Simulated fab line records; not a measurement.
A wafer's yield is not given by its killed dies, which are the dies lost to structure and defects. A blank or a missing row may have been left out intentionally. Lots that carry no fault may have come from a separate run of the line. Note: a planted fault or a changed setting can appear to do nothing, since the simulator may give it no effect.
Comparing a struck lot with a sound one | flow sky130 | 17 out of 708 route steps
Sound: these wafers, L385.2, L385.5, L385.6. The struck wafers were L393.1, L393.4, L393.5. The cause is given at the end.
For every step that has rows: the tool of each side, followed by ch and its chambers, followed by its first start. Under that, the readings that differ: sound wafers | struck wafers | difference of the means | sigmas: that difference in standard deviations of wafers without a fault.
alike: words and numbers the same on both sides, and readings whose means are apart by under 2 such deviations; not compared: readings that were withheld, readings missing a value for some wafer, numbers with overlapping values and no deviation given by the record, and bounds like >300 which may hide the same value.
The two part at a step that has a row with sigmas, a row that says differs or no value, or rows on one side only. Non-overlapping numbers with no deviation appear without sigmas and do not part them. A reading missing from all wafers of one side parts the sides only when that side holds two or more wafers.

SKY_VT_ADJUST_LVTN_OVL_MEAS_07:
  struck on overlay-02, day 12 16:23; sound on overlay-01, day 9 13:27
  reading                 | sound        | struck         | difference | sigmas
  VT_ADJUST_LVTN_OVL (nm) | 2.7 -0.2 2.1 | -0.6 -2.3 -2.4 | -3.3       | -3
then, 1 step without rows for these wafers: SKY_VT_ADJUST_LVTN_IMPLANT_08.
SKY_VT_ADJUST_LVTN_STRIP_09: strips in O2/N2.
  sound on plasma-asher-01 ch 0,1, day 9 13:38; struck on plasma-asher-01 ch 0,1, day 12 16:34
  alike: drypump-motor-current-A, oes-product-au, strip-time-to-endpoint-s
  not compared: rf-hours-counter-h
SKY_VT_ADJUST_LVTN_TW_MEAS_10:
  struck on film-metro-03, day 12 16:40; sound on film-metro-03, day 9 13:44
  alike: VT_ADJUST_LVTN_TW
then, 7 steps without rows for these wafers: SKY_VT_ADJUST_LVTN_DEHYDRATE_11 (time 60 s); SKY_VT_ADJUST_LVTN_HMDS_12 (prime time 60 s); SKY_VT_ADJUST_LVTN_COAT_13 (resist thk 1140 nm); SKY_VT_ADJUST_LVTN_SOFTBAKE_14 (time 60 s); SKY_VT_ADJUST_LVTN_EXPOSE_15 (exposes mask HVN STD DERIVED, target cd 600 nm); SKY_VT_ADJUST_LVTN_PEB_16; SKY_VT_ADJUST_LVTN_DEVELOP_17 (develop time 60 s).
SKY_VT_ADJUST_LVTN_OVL_MEAS_18:
  struck on overlay-02, day 13 18:02; sound on overlay-01, day 10 11:54
  alike: VT_ADJUST_LVTN_01_OVL
SKY_VT_ADJUST_LVTN_IMPLANT_19:
  sound on implanter-03 ch 0, day 10 11:57; struck on implanter-03 ch 0, day 13 18:04
  reading            | sound                       | struck                      | difference | sigmas
  dose-ions-cm2      | 6.507e+11 6.493e+11 6.5e+11 | 4.341e+11 4.32e+11 4.33e+11 | -2.170e+11 | -99 or more
  faraday-current-uA | 3.77 3.73 3.72              | 2.44 2.40 2.40              | -1.33      | -21
  alike: end-station-pressure-torr
SKY_VT_ADJUST_LVTN_STRIP_20: strips in O2/N2.
  sound on plasma-asher-03 ch 0,1, day 10 12:05; struck on plasma-asher-03 ch 0,1, day 13 18:13
  alike: drypump-motor-current-A, oes-product-au, strip-time-to-endpoint-s
  not compared: rf-hours-counter-h
SKY_VT_ADJUST_LVTN_TW_MEAS_21:
  struck on film-metro-04, day 13 18:19; sound on film-metro-03, day 10 12:11
  reading             | sound             | struck            | difference | sigmas
  VT_ADJUST_LVTN_2_TW | 187.7 188.2 187.4 | 167.8 167.3 168.2 | -20.0      | -22
then, 1 step without rows for these wafers: SKY_VT_ADJUST_NCORE_DEHYDRATE_00 (time 60 s).
-- record jumps: 37 days separate the struck wafers' starts on either side; left off in module VT_ADJUST_NCORE, taken up again in module PAD_OPEN, whose first shown step is the route's number 708 --
SKY_PAD_OPEN_PROBE_99:
  struck on prober-02, day 50 17:44; sound on prober-02, day 48 05:57
  reading                                    | sound                | struck               | difference | sigmas
  killed-at-contacts                         | 30 28 31             | 19 19 16             | -12        | -2
  model.etest.res-pwell-under-gate.rs-ohm-sq | 2277 2267 2268       | 2334 2336 2336       | +65        |
  model.etest.nfet-g5v0d10v5.body-rise-v (V) | 0.668 0.675 0.6761   | 0.6234 0.6172 0.6297 | -0.0496    |
  model.etest.nfet_16v.body-rise-v (V)       | 0.6673 0.6745 0.676  | 0.6218 0.6168 0.631  | -0.0494    |
  model.etest.nfet-g5v0d10v5.vt-sat-v (V)    | 0.7697 0.7669 0.7871 | 0.7346 0.733 0.7407  | -0.0385    |
  model.etest.nfet-g5v0d10v5.vt-v (V)        | 0.8274 0.827 0.8429  | 0.7951 0.7979 0.8036 | -0.0336    |
  model.etest.nfet_16v.vt-v (V)              | 0.774 0.7781 0.7848  | 0.742 0.7327 0.7505  | -0.037     |
  alike: killed_at_M0_to_M3, killed_at_M4_up, killed-at-front-end, killed-at-other, killed-dies, killed-open, killed-short

== WHERE THEY PART ==
First at SKY_VT_ADJUST_LVTN_OVL_MEAS_07; last, within this record, at SKY_PAD_OPEN_PROBE_99.

WHY: what the simulator had put in
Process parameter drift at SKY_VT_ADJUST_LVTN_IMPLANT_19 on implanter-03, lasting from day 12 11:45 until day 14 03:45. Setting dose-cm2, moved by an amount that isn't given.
